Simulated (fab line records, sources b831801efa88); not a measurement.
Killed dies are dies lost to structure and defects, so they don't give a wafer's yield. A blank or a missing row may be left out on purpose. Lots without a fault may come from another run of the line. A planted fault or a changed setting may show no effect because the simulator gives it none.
fab line records | flow sky130
record lots=5 wafers=23
route steps=708 shown SONOS_ONO@180 POLY_GATE@221 LDD_N@251 LDD_P@259 LDD_HVN@269 LDD_LDN@299 SD_P@324 RES_XHIGH@339
start_h: hours from the record's first day to the start of the lot's first wafer shown | wait_h: hours since the lot's step before | " the same as in the row above | L1.1+2: a row that stands for several wafers | - no value, or no start given | * or withheld: withheld | < > ~ a bound
route shown NAME@n: a module of which the file shows steps, and the number in the route of the first | usual: mean/standard deviation of fault-free wafers | same: alike in all rows | chamber/n: place in a boat | sites: the reading at each site | _std_site: their standard deviation | _edge_site: outer sites' mean less inner sites' | radius_mm: how far each site lies from the wafer's centre | mask NAME#n: copy n | behind: the tool/chamber that last shaped the wafer | hold: why the lot was held/for how many hours/how that ended | device: the transistor (n, p or np) that didn't switch | end of line: the same wafers' tests at the end of the route | a step without rows: its recipe alone | killed: dies lost to structure and defects at the first sort, not the wafer's yield | map: a wafer's dies, x killed, . not, _ none there
set.NAME: the setting as run; set.NAME@STEP: as run at that earlier step | model.NAME: the simulator's own value behind a step, which no gauge read
lots whose settings were changed on purpose; a table a step, a row a wafer
## steps
# step SKY_SONOS_ONO_DEVELOP_12
# recipe develop_time_s=60 dev_temp_c=23
# columns lot.wafer tool chamber start_h wait_h set.dev_temp_c
L074.2+3+5 litho_track-02 0 281.38 0.1 24.76
L074.4+6 " 0 " " 23
L078.1+3+4 litho_track-03 0 312.37 0.1 23
L080.1+6 litho_track-03 0 334.07 0.1 23
L080.3+4+5 " 0 " " 25.99
L082.1+2+3+4+6 litho_track-02 0 349.75 0.1 23
L083.1+2+3+4+6 litho_track-02 0 356.30 0.1 23
# step SKY_SONOS_ONO_CD_MEAS_13
# recipe target_cd_nm=410
# usual cd_nm=409.8/2.3
# columns lot.wafer tool chamber start_h wait_h set.dev_temp_c@SONOS_ONO_DEVELOP_12 cd_nm
L074.2 cd_sem-01 - 281.52 0.1 24.76 414.4
L074.3 " - " " 24.76 415.0
L074.4 " - " " 23 411.2
L074.5 " - " " 24.76 414.1
L074.6 " - " " 23 410.0
L078.1 cd_sem-01 - 312.52 0.1 23 407.4
L078.3 " - " " 23 408.7
L078.4 " - " " 23 410.0
L080.1 cd_sem-02 - 334.22 0.1 23 412.5
L080.3 " - " " 25.99 419.3
L080.4 " - " " 25.99 419.0
L080.5 " - " " 25.99 418.6
L080.6 " - " " 23 408.3
L082.1 cd_sem-01 - 349.90 0.1 23 411.0
L082.2 " - " " 23 412.1
L082.3 " - " " 23 409.7
L082.4 " - " " 23 412.7
L082.6 " - " " 23 409.7
L083.1 cd_sem-01 - 356.45 0.1 23 408.6
L083.2 " - " " 23 408.4
L083.3 " - " " 23 408.6
L083.4 " - " " 23 407.8
L083.6 " - " " 23 410.4
# step SKY_SONOS_ONO_ETCH_15
# recipe target_depth_nm=19.52 chemistry=CHF3/O2 source_w=600 bias_w=200 pressure_mtorr=40 chf3_flow_sccm=50 O2_flow_sccm=5 time_s=7.8
# columns lot.wafer tool chamber start_h wait_h set.dev_temp_c@SONOS_ONO_DEVELOP_12 model.SONOS_ONO.cd_nm
L074.2 rie_diel-03 0 281.66 0.0 24.76 414.3
L074.3 " 3 " " 24.76 414.6
L074.4 " 1 " " 23 411.3
L074.5 " 0 " " 24.76 414.2
L074.6 " 3 " " 23 409.9
L078.1 rie_diel-02 2 312.68 0.0 23 407.7
L078.3 " 3 " " 23 408.7
L078.4 " 1 " " 23 409.8
L080.1 rie_diel-04 1 334.38 0.0 23 412.2
L080.3+4 " 0,3 " " 25.99 419.3
L080.5 " 1 " " 25.99 418.4
L080.6 " 0 " " 23 408.7
L082.1 rie_diel-04 2 350.06 0.0 23 410.7
L082.2 " 3 " " 23 412.3
L082.3 " 0 " " 23 409.5
L082.4 " 1 " " 23 412.8
L082.6 " 1 " " 23 409.7
L083.1 rie_diel-04 1 356.61 0.0 23 408.9
L083.2 " 3 " " 23 408.8
L083.3 " 0 " " 23 408.5
L083.4 " 2 " " 23 408
L083.6 " 1 " " 23 410.1
# step SKY_POLY_GATE_COAT_07
# recipe resist=BARC temp_c=withheld time_s=withheld spin_rpm=3000 resist_thk_nm=110
# columns lot.wafer tool chamber start_h wait_h set.spin_rpm model.BARC_of_POLY_GATE_COAT_07.thk_nm
L074.2 litho_track-01 0 355.65 0.1 3000 109.7
L074.3 " 0 " " 3000 109.4
L074.4 " 0 " " 3000 109.6
L074.5 " 0 " " 3000 110
L074.6 " 0 " " 3000 109.8
L078.1 litho_track-04 0 388.89 0.1 3000 109.7
L078.3 " 0 " " 3000 110
L078.4 " 0 " " 3000 110.1
L080.1 litho_track-02 0 414.70 0.1 3000 110.1
L080.3 " 0 " " 3000 110.3
L080.4 " 0 " " 3184 107.1
L080.5 " 0 " " 3184 107
L080.6 " 0 " " 3184 107.2
L082.1+2 litho_track-04 0 431.64 0.1 3000 109.8
L082.3 " 0 " " 3000 110.1
L082.4 " 0 " " 3000 109.7
L082.6 " 0 " " 3000 109.9
L083.1+6 litho_track-04 0 437.19 0.1 3000 109.6
L083.2 " 0 " " 3072 108.4
L083.3 " 0 " " 3072 109.1
L083.4 " 0 " " 3000 110
# step SKY_POLY_GATE_ETCH_16
# recipe stop_on=poly-Si chemistry=CH3F/O2 target=Si3N4 source_w=400 bias_w=80 pressure_mtorr=25 ch3f_flow_sccm=40 O2_flow_sccm=30 time_s=147.5 target_depth_a=750
# usual oes_product_au=0.640/0.0044
# columns lot.wafer tool chamber start_h wait_h set.time_s oes_product_au model.KrF-thick_of_POLY_GATE_COAT_08.thk_nm
L074.2 rie_diel-03 2 370.48 0.0 147.5 0.638 236.1
L074.3 " 0 " " 125.7 0.689 250.7
L074.4 " 2 " " 125.7 0.689 251.3
L074.5 " 0 " " 125.7 0.693 247.9
L074.6 " 1 " " 147.5 0.639 233.7
L078.1 rie_diel-03 3 404.56 0.0 147.5 0.647 230.6
L078.3 " 2 " " 147.5 0.642 236.3
L078.4 " 1 " " 147.5 0.645 232.7
L080.1 rie_diel-03 1 430.14 0.0 147.5 0.640 235.3
L080.3 " 0 " " 147.5 0.633 233.5
L080.4 " 3 " " 147.5 0.639 231
L080.5 " 3 " " 147.5 0.635 233.1
L080.6 " 0 " " 147.5 0.645 234
L082.1 rie_diel-03 3 448.36 0.0 147.5 0.640 228.1
L082.2 " 0 " " 126.8 0.692 246.4
L082.3 " 1 " " 126.8 0.683 246.7
L082.4 " 2 " " 147.5 0.646 233.6
L082.6 " 2 " " 147.5 0.645 232.5
L083.1 rie_diel-01 3 454.17 0.0 147.5 0.648 233.1
L083.2 " 1 " " 147.5 0.640 231.3
L083.3 " 0 " " 147.5 0.637 232.3
L083.4 " 0 " " 147.5 0.639 232.6
L083.6 " 1 " " 147.5 0.639 231
# step SKY_POLY_GATE_ETCH_17
# recipe target_depth_nm=180 stop_on=SiO2 over_etch_frac=0.56667 chemistry=HBr/Cl2 target=poly-Si icp_w=400 bias_w=100 pressure_mtorr=10 HBr_flow_sccm=150 Cl2_flow_sccm=50 time_s=69.55
# columns lot.wafer tool chamber start_h wait_h set.time_s@POLY_GATE_ETCH_16 model.KrF-thick_of_POLY_GATE_COAT_08.thk_nm
L074.2 rie_si-02 2 370.57 0.0 147.5 145.6
L074.3 " 3 " " 125.7 159.5
L074.4 " 1 " " 125.7 157.7
L074.5 " 1 " " 125.7 154.3
L074.6 " 2 " " 147.5 143.3
L078.1 rie_si-01 2 404.66 0.0 147.5 138.5
L078.3 " 3 " " 147.5 143.4
L078.4 " 1 " " 147.5 138
L080.1 rie_si-02 0 430.24 0.0 147.5 143.4
L080.3 " 1 " " 147.5 139.7
L080.4 " 2 " " 147.5 141.4
L080.5 " 3 " " 147.5 142.8
L080.6 " 2 " " 147.5 143.7
L082.1 rie_si-02 3 448.46 0.0 147.5 137.3
L082.2 " 2 " " 126.8 157.1
L082.3 " 0 " " 126.8 154.1
L082.4 " 1 " " 147.5 140.7
L082.6 " 2 " " 147.5 142.7
L083.1 rie_si-01 2 454.27 0.0 147.5 141.8
L083.2+6 " 3,2 " " 147.5 138.6
L083.3 " 0 " " 147.5 138.2
L083.4 " 1 " " 147.5 139.2
# step SKY_POLY_GATE_STRIP_18
# recipe chemistry=O2/N2 power_w=1400 pressure_mtorr=1500 platen_temp_c=withheld o2_flow_sccm=3000 n2_flow_sccm=300 overash_fraction=0.5
# usual strip_time_to_endpoint_s=3.18/0.03
# columns lot.wafer tool chamber start_h wait_h set.time_s@POLY_GATE_ETCH_16 strip_time_to_endpoint_s
L074.2 plasma_asher-04 0 370.63 0.0 147.5 3.22
L074.3 " 0 " " 125.7 3.36
L074.4 " 1 " " 125.7 3.37
L074.5 " 0 " " 125.7 3.32
L074.6 " 1 " " 147.5 3.20
L078.1 plasma_asher-04 1 404.71 0.0 147.5 3.14
L078.3 " 0 " " 147.5 3.21
L078.4 " 1 " " 147.5 3.15
L080.1 plasma_asher-04 0 430.29 0.0 147.5 3.21
L080.3 " 1 " " 147.5 3.16
L080.4 " 0 " " 147.5 3.14
L080.5 " 1 " " 147.5 3.15
L080.6 " 0 " " 147.5 3.18
L082.1 plasma_asher-01 0 448.51 0.0 147.5 3.13
L082.2 " 1 " " 126.8 3.34
L082.3 " 1 " " 126.8 3.32
L082.4 " 0 " " 147.5 3.19
L082.6 " 0 " " 147.5 3.19
L083.1 plasma_asher-03 0 454.33 0.0 147.5 3.17
L083.2 " 1 " " 147.5 3.13
L083.3 " 1 " " 147.5 3.14
L083.4 " 0 " " 147.5 3.15
L083.6 " 0 " " 147.5 3.14
# step SKY_LDD_N_IMPLANT_14
# recipe species=BF2 energy_kev=50 dose_cm2=5e+12 tilt_deg=30 rotation_deg=180
# columns lot.wafer tool chamber start_h wait_h set.energy_kev model.implant.rp_nm model.implant.drp_nm
L074.2+3+4+5+6 implanter-02 0 404.01 0.1 50 32.22 18.83
L078.1+3+4 implanter-03 0 440.19 0.1 50 32.33 18.83
L080.1+4+5 implanter-03 0 465.71 0.1 50 32.61 18.83
L080.3+6 " 0 " " 48.75 31.81 18.49
L082.1+2 implanter-02 0 482.24 0.1 47.17 30.6 18.05
L082.3+4+6 " 0 " " 50 32.41 18.83
L083.1+2+3+4+6 implanter-03 0 491.02 0.1 50 32.4 18.83
# step SKY_LDD_P_EXPOSE_04
# recipe mask_id=PSDM na=0.6 source_shape=conventional sigma_outer=0.6 polarization=unpolarized target_cd_nm=380 dose_mj=138
# columns lot.wafer tool chamber start_h wait_h mask set.dose_mj
L074.2+4+5 iline_stepper-02 0 - - PSDM#0 138
L074.3+6 " 0 " " PSDM#0 131.9
L078.1+3+4 iline_stepper-01 0 - - PSDM#0 138
L080.1+5+6 iline_stepper-02 0 - - PSDM#0 147.2
L080.3+4 " 0 " " PSDM#0 138
L082.1+4 iline_stepper-02 0 - - PSDM#0 147.7
L082.2+3+6 " 0 " " PSDM#0 138
L083.1+3+6 iline_stepper-02 0 - - PSDM#0 138
L083.2+4 " 0 " " PSDM#0 130.4
# step SKY_LDD_P_PEB_05
# recipe temp_c=withheld time_s=* resist=NOVOLAK
# step SKY_LDD_P_DEVELOP_06
# recipe resist=NOVOLAK developer=TMAH develop_time_s=60 dev_temp_c=23
# step SKY_LDD_P_CD_MEAS_07
# recipe target_cd_nm=380
# usual cd_nm=381.6/2.8
# columns lot.wafer tool chamber start_h wait_h set.dose_mj@LDD_P_EXPOSE_04 cd_nm
L074.2 cd_sem-02 - 434.62 0.1 138 381.8
L074.3 " - " " 131.9 369.4
L074.4 " - " " 138 384.3
L074.5 " - " " 138 382.7
L074.6 " - " " 131.9 367.7
L078.1 cd_sem-02 - 470.92 0.1 138 380.6
L078.3 " - " " 138 384.0
L078.4 " - " " 138 383.6
L080.1 cd_sem-02 - 497.80 0.1 147.2 401.4
L080.3 " - " " 138 383.4
L080.4 " - " " 138 384.8
L080.5 " - " " 147.2 401.8
L080.6 " - " " 147.2 401.1
L082.1 cd_sem-01 - 513.62 0.1 147.7 403.6
L082.2 " - " " 138 383.7
L082.3 " - " " 138 382.9
L082.4 " - " " 147.7 401.5
L082.6 " - " " 138 382.1
L083.1 cd_sem-02 - 522.45 0.1 138 380.1
L083.2 " - " " 130.4 365.1
L083.3 " - " " 138 381.3
L083.4 " - " " 130.4 362.2
L083.6 " - " " 138 380.1
# step SKY_LDD_HVN_COAT_02
# recipe resist=NOVOLAK spin_rpm=3000 resist_thk_nm=300
# columns lot.wafer tool chamber start_h wait_h set.resist_thk_nm model.NOVOLAK_of_LDD_HVN_COAT_02.thk_nm
L074.2 litho_track-03 0 451.30 0.1 284 285.2
L074.3 " 0 " " 300 301.2
L074.4 " 0 " " 284 285.8
L074.5 " 0 " " 300 300.4
L074.6 " 0 " " 300 301
L078.1 litho_track-01 0 487.02 0.1 300 301.2
L078.3 " 0 " " 300 301.5
L078.4 " 0 " " 300 300.4
L080.1 litho_track-04 0 513.24 0.1 300 299.9
L080.3 " 0 " " 289.2 289.8
L080.4 " 0 " " 289.2 288.8
L080.5 " 0 " " 300 299
L080.6 " 0 " " 289.2 288.7
L082.1 litho_track-01 0 528.92 0.1 300 300.8
L082.2 " 0 " " 295.5 296.1
L082.3 " 0 " " 300 301.3
L082.4 " 0 " " 295.5 295.5
L082.6 " 0 " " 295.5 295.6
L083.1 litho_track-03 0 537.97 0.1 305.3 305.5
L083.2 " 0 " " 305.3 305.6
L083.3 " 0 " " 300 299.9
L083.4 " 0 " " 300 300.4
L083.6 " 0 " " 305.3 305.4
# step SKY_LDD_HVN_SOFTBAKE_03
# recipe temp_c=90 time_s=60 resist=NOVOLAK
# step SKY_LDD_HVN_EXPOSE_04
# recipe mask_id=HVNTM na=0.6 source_shape=conventional sigma_outer=0.6 polarization=unpolarized target_cd_nm=700 dose_mj=127
# step SKY_LDD_HVN_IMPLANT_08
# recipe species=P energy_kev=60 dose_cm2=3e+13 tilt_deg=40
# step SKY_LDD_HVN_STRIP_09
# recipe chemistry=O2/N2 power_w=1400 pressure_mtorr=1500 platen_temp_c=withheld o2_flow_sccm=3000 n2_flow_sccm=300 overash_fraction=0.5
# usual strip_time_to_endpoint_s=4.132/0.016
# columns lot.wafer tool chamber start_h wait_h set.resist_thk_nm@LDD_HVN_COAT_02 strip_time_to_endpoint_s
L074.2 plasma_asher-02 1 466.80 0.1 284 3.928
L074.3 " 0 " " 300 4.150
L074.4 " 1 " " 284 3.951
L074.5 " 0 " " 300 4.131
L074.6 " 1 " " 300 4.128
L078.1 plasma_asher-03 1 503.10 0.1 300 4.151
L078.3 " 0 " " 300 4.144
L078.4 " 1 " " 300 4.115
L080.1 plasma_asher-01 0 528.81 0.1 300 4.123
L080.3 " 1 " " 289.2 3.998
L080.4 " 0 " " 289.2 3.988
L080.5 " 1 " " 300 4.127
L080.6 " 0 " " 289.2 3.984
L082.1 plasma_asher-01 0 544.67 0.1 300 4.146
L082.2 " 1 " " 295.5 4.096
L082.3 " 1 " " 300 4.162
L082.4 " 0 " " 295.5 4.066
L082.6 " 0 " " 295.5 4.063
L083.1 plasma_asher-02 1 552.52 0.1 305.3 4.191
L083.2 " 0 " " 305.3 4.208
L083.3 " 1 " " 300 4.122
L083.4 " 0 " " 300 4.152
L083.6 " 0 " " 305.3 4.223
# step SKY_LDD_LDN_IMPLANT_10
# recipe species=As energy_kev=15 dose_cm2=1.25e+13 tilt_deg=withheld rotation_deg=203
# columns lot.wafer tool chamber start_h wait_h set.energy_kev model.implant.drp_nm
L074.2+3+4+5+6 implanter-01 0 530.25 0.1 15 5.933
L078.1+3+4 implanter-03 0 564.37 0.1 15 5.933
L080.1+3 implanter-01 0 588.84 0.1 15 5.933
L080.4+5+6 " 0 " " 14.66 5.84
L082.1+3+6 implanter-03 0 604.26 0.1 15 5.933
L082.2+4 " 0 " " 15.62 6.096
L083.1+2+3+4+6 implanter-03 0 611.24 0.1 15 5.933
# step SKY_SD_P_EXPOSE_04
# recipe mask_id=PSDM na=0.6 source_shape=conventional sigma_outer=0.6 polarization=unpolarized target_cd_nm=380 dose_mj=138
# columns lot.wafer tool chamber start_h wait_h mask set.dose_mj
L074.2+4+5 iline_stepper-01 0 - - PSDM#0 138
L074.3+6 " 0 " " PSDM#0 144.4
L078.1+3+4 iline_stepper-01 0 - - PSDM#0 138
L080.1+5+6 iline_stepper-02 0 - - PSDM#0 133.6
L080.3+4 " 0 " " PSDM#0 138
L083.1+2 iline_stepper-01 0 - - PSDM#0 127.7
L083.3+4+6 " 0 " " PSDM#0 138
L082.1+2+3+4+6 iline_stepper-02 0 - - PSDM#0 138
# step SKY_SD_P_PEB_05
# recipe temp_c=withheld time_s=* resist=NOVOLAK
# step SKY_SD_P_DEVELOP_06
# recipe resist=NOVOLAK developer=TMAH develop_time_s=57.32 dev_temp_c=23
# columns lot.wafer tool chamber start_h wait_h set.dose_mj@SD_P_EXPOSE_04 model.SD_P.cd_nm
L074.2 litho_track-01 0 592.34 0.1 138 378.8
L074.3 " 0 " " 144.4 392.5
L074.4 " 0 " " 138 379.1
L074.5 " 0 " " 138 377.6
L074.6 " 0 " " 144.4 391.1
L078.1 litho_track-03 0 624.22 0.1 138 377.6
L078.3 " 0 " " 138 378.8
L078.4 " 0 " " 138 379.1
L080.1 litho_track-03 0 648.12 0.1 133.6 375.1
L080.3 " 0 " " 138 386.4
L080.4 " 0 " " 138 384.9
L080.5 " 0 " " 133.6 377.9
L080.6 " 0 " " 133.6 375
L083.1 litho_track-03 0 673.27 0.1 127.7 355.9
L083.2 " 0 " " 127.7 359.1
L083.3 " 0 " " 138 380.7
L083.4 " 0 " " 138 381.5
L083.6 " 0 " " 138 380.8
L082.1 litho_track-03 0 673.57 0.1 138 381.1
L082.2 " 0 " " 138 383.1
L082.3 " 0 " " 138 382.9
L082.4 " 0 " " 138 382.8
L082.6 " 0 " " 138 383
# step SKY_SD_P_CD_MEAS_07
# recipe target_cd_nm=380
# usual cd_nm=380/3.1
# columns lot.wafer tool chamber start_h wait_h set.dose_mj@SD_P_EXPOSE_04 cd_nm
L074.2 cd_sem-02 - 592.49 0.1 138 379
L074.3 " - " " 144.4 393
L074.4 " - " " 138 379
L074.5 " - " " 138 378
L074.6 " - " " 144.4 391
L078.1 cd_sem-02 - 624.37 0.1 138 378
L078.3 " - " " 138 379
L078.4 " - " " 138 379
L080.1 cd_sem-01 - 648.27 0.1 133.6 375
L080.3 " - " " 138 387
L080.4 " - " " 138 385
L080.5 " - " " 133.6 378
L080.6 " - " " 133.6 375
L083.1 cd_sem-02 - 673.42 0.1 127.7 356
L083.2 " - " " 127.7 359
L083.3 " - " " 138 381
L083.4 " - " " 138 381
L083.6 " - " " 138 381
L082.1 cd_sem-01 - 673.72 0.1 138 381
L082.2 " - " " 138 383
L082.3 " - " " 138 383
L082.4 " - " " 138 383
L082.6 " - " " 138 383
# step SKY_SD_P_IMPLANT_09
# recipe species=BF2 energy_kev=20 dose_cm2=3e+15 tilt_deg=0
# columns lot.wafer tool chamber start_h wait_h set.energy_kev model.implant.drp_nm model.implant.rp_nm
L074.2+5+6 implanter-01 0 592.65 0.0 19.26 9.491 16.85
L074.3+4 " 0 " " 20 9.746 17.36
L078.1+3+4 implanter-03 0 624.53 0.0 20 9.746 17.93
L080.1+4+5 implanter-04 0 648.43 0.0 21.06 10.11 17.65
L080.3+6 " 0 " " 20 9.746 16.95
L083.1+3+4 implanter-04 0 673.58 0.0 20 9.746 17.63
L083.2+6 " 0 " " 19.57 9.598 17.34
L082.1+2+3+4+6 implanter-01 0 673.88 0.0 20 9.746 16.98
# step SKY_SD_P_STRIP_10
# recipe chemistry=O2/N2 power_w=1400 pressure_mtorr=1500 platen_temp_c=withheld o2_flow_sccm=3000 n2_flow_sccm=300 overash_fraction=0.5
# usual strip_time_to_endpoint_s=17.48/0.039
# columns lot.wafer tool chamber start_h wait_h set.energy_kev@SD_P_IMPLANT_09 strip_time_to_endpoint_s
L074.2 plasma_asher-01 1 592.77 0.1 19.26 17.37
L074.3 " 0 " " 20 17.42
L074.4 " 1 " " 20 17.40
L074.5 " 0 " " 19.26 17.31
L074.6 " 1 " " 19.26 17.32
L078.1 plasma_asher-02 1 624.68 0.1 20 17.41
L078.3 " 0 " " 20 17.46
L078.4 " 1 " " 20 17.44
L080.1 plasma_asher-02 0 648.58 0.1 21.06 17.69
L080.3 " 1 " " 20 17.50
L080.4 " 0 " " 21.06 17.65
L080.5 " 0 " " 21.06 17.64
L080.6 " 1 " " 20 17.51
L083.1 plasma_asher-02 1 673.73 0.1 20 17.47
L083.2 " 0 " " 19.57 17.42
L083.3 " 1 " " 20 17.46
L083.4 " 0 " " 20 17.43
L083.6 " 1 " " 19.57 17.44
L082.1 plasma_asher-03 0 674.03 0.1 20 17.51
L082.2 " 1 " " 20 17.49
L082.3 " 1 " " 20 17.46
L082.4 " 0 " " 20 17.47
L082.6 " 0 " " 20 17.45
# step SKY_RES_XHIGH_IMPLANT_07
# recipe species=BF2 energy_kev=20 dose_cm2=3.6e+14 tilt_deg=0
# columns lot.wafer tool chamber start_h wait_h set.energy_kev model.implant.rp_nm model.implant.drp_nm
L074.2+3+5 implanter-04 0 620.54 0.1 20.61 18.45 9.954
L074.4+6 " 0 " " 20 18.03 9.746
L078.1+3+4 implanter-04 0 653.64 0.1 20 17.25 9.746
L080.1+5 implanter-04 0 677.22 0.1 20 17.47 9.746
L080.3+4+6 " 0 " " 20.86 18.06 10.04
L083.1+2+6 implanter-02 0 702.10 0.1 19.54 16.93 9.588
L083.3+4 " 0 " " 20 17.25 9.746
L082.1+3+4 implanter-04 0 702.37 0.1 20 17.06 9.746
L082.2+6 " 0 " " 20.84 17.62 10.03
## key
split step=SKY_SONOS_ONO_DEVELOP_12 setting=dev_temp_c stated=23 by=wafer
response step=SKY_SONOS_ONO_CD_MEAS_13 reading=cd_nm change=+0.62 per=1% r=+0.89
response step=SKY_SONOS_ONO_ETCH_15 reading=model.SONOS_ONO.cd_nm change=+0.616 per=1% r=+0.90
split step=SKY_POLY_GATE_COAT_07 setting=spin_rpm stated=3000 by=wafer
response step=SKY_POLY_GATE_COAT_07 reading=model.BARC_of_POLY_GATE_COAT_07.thk_nm change=-0.492 per=1% r=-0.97
split step=SKY_POLY_GATE_ETCH_16 setting=time_s stated=147.5 by=wafer
response step=SKY_POLY_GATE_ETCH_16 reading=oes_product_au change=-0.00333 per=1% r=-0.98
response step=SKY_POLY_GATE_ETCH_16 reading=model.KrF-thick_of_POLY_GATE_COAT_08.thk_nm change=-1.05 per=1% r=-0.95
response step=SKY_POLY_GATE_ETCH_17 reading=model.KrF-thick_of_POLY_GATE_COAT_08.thk_nm change=-0.971 per=1% r=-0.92
response step=SKY_POLY_GATE_STRIP_18 reading=strip_time_to_endpoint_s change=* per=1% r=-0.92
split step=SKY_LDD_N_IMPLANT_14 setting=energy_kev stated=50 by=wafer
response step=SKY_LDD_N_IMPLANT_14 reading=model.implant.rp_nm change=+0.321 per=1% r=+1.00
response step=SKY_LDD_N_IMPLANT_14 reading=model.implant.drp_nm change=+0.138 per=1% r=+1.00
split step=SKY_LDD_P_EXPOSE_04 setting=dose_mj stated=138 by=wafer
response step=SKY_LDD_P_CD_MEAS_07 reading=cd_nm change=+2.85 per=1% r=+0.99
split step=SKY_LDD_HVN_COAT_02 setting=resist_thk_nm stated=300 by=wafer
response step=SKY_LDD_HVN_COAT_02 reading=model.NOVOLAK_of_LDD_HVN_COAT_02.thk_nm change=+2.92 per=1% r=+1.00
response step=SKY_LDD_HVN_STRIP_09 reading=strip_time_to_endpoint_s change=* per=1% r=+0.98
split step=SKY_LDD_LDN_IMPLANT_10 setting=energy_kev stated=15 by=wafer
response step=SKY_LDD_LDN_IMPLANT_10 reading=model.implant.drp_nm change=+0.0398 per=1% r=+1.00
split step=SKY_SD_P_EXPOSE_04 setting=dose_mj stated=138 by=wafer
response step=SKY_SD_P_DEVELOP_06 reading=model.SD_P.cd_nm change=+3.06 per=1% r=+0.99
response step=SKY_SD_P_CD_MEAS_07 reading=cd_nm change=+3.05 per=1% r=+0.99
split step=SKY_SD_P_IMPLANT_09 setting=energy_kev stated=20 by=wafer
response step=SKY_SD_P_IMPLANT_09 reading=model.implant.drp_nm change=+0.0682 per=1% r=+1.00
response step=SKY_SD_P_IMPLANT_09 reading=model.implant.rp_nm change=+0.133 per=1% r=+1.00
response step=SKY_SD_P_STRIP_10 reading=strip_time_to_endpoint_s change=* per=1% r=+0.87
split step=SKY_RES_XHIGH_IMPLANT_07 setting=energy_kev stated=20 by=wafer
response step=SKY_RES_XHIGH_IMPLANT_07 reading=model.implant.rp_nm change=+0.135 per=1% r=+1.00
response step=SKY_RES_XHIGH_IMPLANT_07 reading=model.implant.drp_nm change=+0.0681 per=1% r=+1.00
